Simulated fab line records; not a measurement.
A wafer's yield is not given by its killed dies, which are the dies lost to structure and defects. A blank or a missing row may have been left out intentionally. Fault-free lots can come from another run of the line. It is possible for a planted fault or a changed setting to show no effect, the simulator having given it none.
What tool caused it? / flow sfq_line / Sampling: 13 lots, 38 wafers, 4 of 325 route steps

## WHAT THE GAUGES READ, wafer by wafer
SFQ_I6_BOW_MEAS_941.
lot=L304; measured=day 69 01:35; on=film_metro-02; I6_BOW (um)=-7 -5 -20
lot=L305; measured=day 69 04:37; on=film_metro-03; I6_BOW (um)=16 14 10
lot=L306; measured=day 69 04:42; on=film_metro-02; I6_BOW (um)=36 15 28
lot=L307; measured=day 69 07:42; on=film_metro-03; I6_BOW (um)=12 8 10
lot=L312; measured=day 71 02:17; on=film_metro-03; I6_BOW (um)=8 12
lot=L317; measured=day 72 17:02; on=film_metro-03; I6_BOW (um)=20 27 23
lot=L319; measured=day 72 22:51; on=film_metro-03; I6_BOW (um)=0 -4 19
lot=L320; measured=day 73 01:51; on=film_metro-03; I6_BOW (um)=21 9 20
lot=L321; measured=day 74 20:51; on=film_metro-04; I6_BOW (um)=23 28 15
lot=L322; measured=day 75 00:52; on=film_metro-04; I6_BOW (um)=3 9 9
lot=L323; measured=day 75 11:04; on=film_metro-04; I6_BOW (um)=-20 -8 -4
lot=L324; measured=day 75 18:42; on=film_metro-04; I6_BOW (um)=8 -3 -5
lot=L325; measured=day 76 20:01; on=film_metro-04; I6_BOW (um)=11 11 8

## WHAT TOOL EACH LOT RAN ON (gives the tool, then ch and the chambers of the sampled wafers, and finally the start)
lot=L304; SFQ_TRILAYER_I0_CMP_CMP_028=cmp-02 ch 0,1, day 12 08:13; SFQ_TRILAYER_I0_METRO_MEASURE_029=film_metro-04, day 12 11:32; SFQ_TRILAYER_I0_VIA_ETCH_VIA_ETCH_034=rie_diel-04 ch 1,3, day 17 15:27
lot=L305; SFQ_TRILAYER_I0_CMP_CMP_028=cmp-02 ch 0,1,3, day 12 19:26; SFQ_TRILAYER_I0_METRO_MEASURE_029=film_metro-04, day 12 21:28; SFQ_TRILAYER_I0_VIA_ETCH_VIA_ETCH_034=rie_diel-03 ch 0,2,3, day 18 05:51
lot=L306; SFQ_TRILAYER_I0_CMP_CMP_028=cmp-02 ch 0,2, day 13 01:41; SFQ_TRILAYER_I0_METRO_MEASURE_029=film_metro-03, day 13 04:49; SFQ_TRILAYER_I0_VIA_ETCH_VIA_ETCH_034=rie_diel-02 ch 0,2,3, day 18 16:53
lot=L307; SFQ_TRILAYER_I0_CMP_CMP_028=cmp-01 ch 0,2,3, day 13 06:46; SFQ_TRILAYER_I0_METRO_MEASURE_029=film_metro-03, day 13 08:53; SFQ_TRILAYER_I0_VIA_ETCH_VIA_ETCH_034=rie_diel-02 ch 1,3, day 18 22:53
lot=L312; SFQ_TRILAYER_I0_CMP_CMP_028=cmp-02 ch 0,3, day 14 22:49; SFQ_TRILAYER_I0_METRO_MEASURE_029=film_metro-04, day 15 01:38; SFQ_TRILAYER_I0_VIA_ETCH_VIA_ETCH_034=rie_diel-03 ch 3, day 20 21:49
lot=L317; SFQ_TRILAYER_I0_CMP_CMP_028=cmp-01 ch 1,2,3, day 17 04:26; SFQ_TRILAYER_I0_METRO_MEASURE_029=film_metro-04, day 17 07:34; SFQ_TRILAYER_I0_VIA_ETCH_VIA_ETCH_034=rie_diel-04 ch 0,1,3, day 23 14:44
lot=L319; SFQ_TRILAYER_I0_CMP_CMP_028=cmp-01 ch 0,1,2, day 18 02:32; SFQ_TRILAYER_I0_METRO_MEASURE_029=film_metro-03, day 18 05:10; SFQ_TRILAYER_I0_VIA_ETCH_VIA_ETCH_034=rie_diel-04 ch 0,2, day 24 17:49
lot=L320; SFQ_TRILAYER_I0_CMP_CMP_028=cmp-02 ch 2,3, day 18 13:42; SFQ_TRILAYER_I0_METRO_MEASURE_029=film_metro-03, day 18 16:49; SFQ_TRILAYER_I0_VIA_ETCH_VIA_ETCH_034=rie_diel-04 ch 0,2,3, day 25 03:25
lot=L321; SFQ_TRILAYER_I0_CMP_CMP_028=cmp-02 ch 1,3, day 19 02:47; SFQ_TRILAYER_I0_METRO_MEASURE_029=film_metro-01, day 19 05:24; SFQ_TRILAYER_I0_VIA_ETCH_VIA_ETCH_034=rie_diel-02 ch 0,1,2, day 25 20:20
lot=L322; SFQ_TRILAYER_I0_CMP_CMP_028=cmp-02 ch 0,1,3, day 19 09:22; SFQ_TRILAYER_I0_METRO_MEASURE_029=film_metro-01, day 19 11:38; SFQ_TRILAYER_I0_VIA_ETCH_VIA_ETCH_034=rie_diel-02 ch 1,2, day 26 01:08
lot=L323; SFQ_TRILAYER_I0_CMP_CMP_028=cmp-02 ch 0,1,2, day 19 19:05; SFQ_TRILAYER_I0_METRO_MEASURE_029=film_metro-01, day 19 22:36; SFQ_TRILAYER_I0_VIA_ETCH_VIA_ETCH_034=rie_diel-04 ch 0,1,2, day 26 11:56
lot=L324; SFQ_TRILAYER_I0_CMP_CMP_028=cmp-02 ch 0,2, day 20 03:36; SFQ_TRILAYER_I0_METRO_MEASURE_029=film_metro-01, day 20 06:55; SFQ_TRILAYER_I0_VIA_ETCH_VIA_ETCH_034=rie_diel-02 ch 1,3, day 26 17:56
lot=L325; SFQ_TRILAYER_I0_CMP_CMP_028=cmp-02 ch 0,2, day 20 13:12; SFQ_TRILAYER_I0_METRO_MEASURE_029=film_metro-01, day 20 16:19; SFQ_TRILAYER_I0_VIA_ETCH_VIA_ETCH_034=rie_diel-04 ch 1,2, day 27 00:04
- SFQ_TRILAYER_I0_CMP_CMP_028: polishes SiO2.
- SFQ_TRILAYER_I0_METRO_MEASURE_029
- SFQ_TRILAYER_I0_VIA_ETCH_VIA_ETCH_034: etches SiO2 in CHF3, stops on Nb, target depth 260 nm.

## WHAT THE TOOLS THEMSELVES READ (means of the sampled wafers that have a number; where no wafer has one, the mark that the record gives instead)
SFQ_TRILAYER_I0_CMP_CMP_028.
lot=L304; tool=cmp-02; head_pressure_psi (psi)=3.005; motor_current_A (A)=9.4; platen_rpm (rpm)=59.98; time_to_endpoint_s (s)=211
lot=L305; tool=cmp-02; head_pressure_psi (psi)=2.999; motor_current_A (A)=9.5; platen_rpm (rpm)=60.00; time_to_endpoint_s (s)=220
lot=L306; tool=cmp-02; head_pressure_psi (psi)=3.000; motor_current_A (A)=8.7; platen_rpm (rpm)=59.99; time_to_endpoint_s (s)=206
lot=L307; tool=cmp-01; head_pressure_psi (psi)=3.004; motor_current_A (A)=10.0; platen_rpm (rpm)=59.99; time_to_endpoint_s (s)=223
lot=L312; tool=cmp-02; head_pressure_psi (psi)=2.996; motor_current_A (A)=9.1; platen_rpm (rpm)=60.00; time_to_endpoint_s (s)=192
lot=L317; tool=cmp-01; head_pressure_psi (psi)=3.002; motor_current_A (A)=9.7; platen_rpm (rpm)=60.01; time_to_endpoint_s (s)=217
lot=L319; tool=cmp-01; head_pressure_psi (psi)=2.999; motor_current_A (A)=9.5; platen_rpm (rpm)=59.99; time_to_endpoint_s (s)=215
lot=L320; tool=cmp-02; head_pressure_psi (psi)=2.997; motor_current_A (A)=8.8; platen_rpm (rpm)=60.04; time_to_endpoint_s (s)=202
lot=L321; tool=cmp-02; head_pressure_psi (psi)=2.999; motor_current_A (A)=9.8; platen_rpm (rpm)=59.99; time_to_endpoint_s (s)=212
lot=L322; tool=cmp-02; head_pressure_psi (psi)=3.005; motor_current_A (A)=9.3; platen_rpm (rpm)=59.96; time_to_endpoint_s (s)=207
lot=L323; tool=cmp-02; head_pressure_psi (psi)=3.004; motor_current_A (A)=9.2; platen_rpm (rpm)=59.98; time_to_endpoint_s (s)=218
lot=L324; tool=cmp-02; head_pressure_psi (psi)=3.002; motor_current_A (A)=8.7; platen_rpm (rpm)=60.00; time_to_endpoint_s (s)=210
lot=L325; tool=cmp-02; head_pressure_psi (psi)=3.003; motor_current_A (A)=8.8; platen_rpm (rpm)=60.00; time_to_endpoint_s (s)=213

SFQ_TRILAYER_I0_METRO_MEASURE_029.
lot=L304; tool=film_metro-04; thk_nm (nm)=200.7
lot=L305; tool=film_metro-04; thk_nm (nm)=198.9
lot=L306; tool=film_metro-03; thk_nm (nm)=199.2
lot=L307; tool=film_metro-03; thk_nm (nm)=201.3
lot=L312; tool=film_metro-04; thk_nm (nm)=224.2
lot=L317; tool=film_metro-04; thk_nm (nm)=200.8
lot=L319; tool=film_metro-03; thk_nm (nm)=201.0
lot=L320; tool=film_metro-03; thk_nm (nm)=198.9
lot=L321; tool=film_metro-01; thk_nm (nm)=199.6
lot=L322; tool=film_metro-01; thk_nm (nm)=199.2
lot=L323; tool=film_metro-01; thk_nm (nm)=200.4
lot=L324; tool=film_metro-01; thk_nm (nm)=199.7
lot=L325; tool=film_metro-01; thk_nm (nm)=199.7

SFQ_TRILAYER_I0_VIA_ETCH_VIA_ETCH_034.
lot=L304; tool=rie_diel-04; drypump_motor_current_A (A)=5.7; oes_product_au (a.u.)=0.855
lot=L305; tool=rie_diel-03; drypump_motor_current_A (A)=5.4; oes_product_au (a.u.)=0.848
lot=L306; tool=rie_diel-02; drypump_motor_current_A (A)=5.6; oes_product_au (a.u.)=0.856
lot=L307; tool=rie_diel-02; drypump_motor_current_A (A)=5.7; oes_product_au (a.u.)=0.857
lot=L312; tool=rie_diel-03; drypump_motor_current_A (A)=5.2; oes_product_au (a.u.)=0.910
lot=L317; tool=rie_diel-04; drypump_motor_current_A (A)=5.6; oes_product_au (a.u.)=0.854
lot=L319; tool=rie_diel-04; drypump_motor_current_A (A)=5.4; oes_product_au (a.u.)=0.856
lot=L320; tool=rie_diel-04; drypump_motor_current_A (A)=5.6; oes_product_au (a.u.)=0.854
lot=L321; tool=rie_diel-02; drypump_motor_current_A (A)=5.3; oes_product_au (a.u.)=0.852
lot=L322; tool=rie_diel-02; drypump_motor_current_A (A)=5.1; oes_product_au (a.u.)=0.853
lot=L323; tool=rie_diel-04; drypump_motor_current_A (A)=5.7; oes_product_au (a.u.)=0.853
lot=L324; tool=rie_diel-02; drypump_motor_current_A (A)=5.4; oes_product_au (a.u.)=0.854
lot=L325; tool=rie_diel-04; drypump_motor_current_A (A)=6.0; oes_product_au (a.u.)=0.851

## THE ANSWER, worked out from the rows above alone
Rule: what is usual is taken from the lots themselves. The widest of any qualifying gaps counts: lots, ordered by their means at a reading, are off when they make up no more than a third of the lots, leave a main group of 4 or more, and stand apart from it by 3 or more times the standard deviation of that group's means. Not used: any main group whose means are identical at the precision the tables above print for the reading. A lot without any number at a reading at which 4 lots or more have one is off too. The other lots that the step has rows for count as sound. Order of review: gauges by route order, followed by the tools' own readings, for which a lot's mean as printed above is used. At the first step where some lot is off, the reading lying furthest off is the one used; lots without a number count as furthest.
Off at SFQ_TRILAYER_I0_METRO_MEASURE_029 (thk_nm): L312. The main group: mean 199.9 nm, standard deviation 0.82.
A tool fits if, at that step or a process step before it, it ran every lot that is off, and no sound lot after the first of them. Not one of the candidates tried fits.

## WHAT HAD BEEN PUT IN BY THE SIMULATOR
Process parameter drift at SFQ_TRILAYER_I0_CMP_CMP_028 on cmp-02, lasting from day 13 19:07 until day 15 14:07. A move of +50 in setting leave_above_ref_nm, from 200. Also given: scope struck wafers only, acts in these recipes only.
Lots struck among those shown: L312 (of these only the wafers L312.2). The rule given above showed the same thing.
